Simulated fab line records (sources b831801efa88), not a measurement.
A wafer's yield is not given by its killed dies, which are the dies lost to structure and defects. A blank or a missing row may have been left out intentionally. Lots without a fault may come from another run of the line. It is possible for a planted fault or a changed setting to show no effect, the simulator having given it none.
Matching of chambers    flow sfq_line    pecvd-03 running SFQ_TRILAYER_A5B_DEP_PECVD_129: 3 sister chambers
The step deposits SiO2 from SiH4/N2O, time 133.33 s, target thk 600 nm. 16 wafers are shown with their chamber, then 8 later ones without.

WAFERS WITH THEIR CHAMBER
wafer   chamber  throttle_valve_pct (%)  heater_power_w (W)  susceptor_temp_C (C)
L772.3  1        22.7                    113                 150.20
L772.4  2        24.4                    93                  150.05
L772.6  0        25.1                    106                 149.81
L773.2  1        22.6                    109                 149.84
L773.3  0        25.5                    105                 150.08
L773.4  2        24.4                    101                 150.10
L777.4  1        22.7                    101                 149.81
L777.5  2        24.3                    99                  149.99
L777.6  0        25.6                    108                 150.03
L781.3  0        25.6                    110                 150.20
L781.4  0        25.4                    95                  150.09
L781.5  1        22.8                    92                  149.90
L783.3  2        24.7                    93                  150.13
L783.4  2        24.5                    96                  149.94
L783.6  1        22.7                    101                 149.92
L786.2  0        25.6                    96                  150.20

SIGNATURES (averages over the wafers above)
reading             chamber 0  chamber 1  chamber 2  scatter within a chamber
throttle_valve_pct  25.467     22.700     24.460     0.153
heater_power_w      103.33     103.20     96.40      6.3
susceptor_temp_C    150.0683   149.9340   150.0420   0.131
Rule: a wafer lies at a distance from a chamber equal to the root of the sum of squares, over the readings, of (its reading less the chamber's mean, divided by the reading's scatter). If the next closest chamber is less than 2 further off than the closest, the wafer can't be placed; otherwise it belongs to the closest. The scatter is the square root of a quotient: the sum, over the shown wafers, of each reading's squared deviation from its chamber's mean, divided by wafers minus chambers.

WAFERS WHOSE CHAMBER IS MISSING
wafer   throttle_valve_pct (%)  heater_power_w (W)  susceptor_temp_C (C)
L786.3  24.6                    92                  149.94
L786.4  25.5                    99                  149.91
L787.1  24.6                    101                 149.80
L787.4  22.9                    111                 150.13
L787.6  24.7                    84                  149.78
L790.1  22.6                    110                 149.94
L790.5  25.7                    105                 150.21
L790.6  24.4                    89                  150.05

THE CHAMBER EACH PASSED THROUGH
wafer   from the rows above  in truth
L786.3  2                    2
L786.4  0                    0
L787.1  2                    2
L787.4  1                    1
L787.6  2                    2
L790.1  1                    1
L790.5  0                    0
L790.6  2                    2
Correct placement for 8 of the 8. From these rows, 0 cannot be placed. 0 placed wrongly.
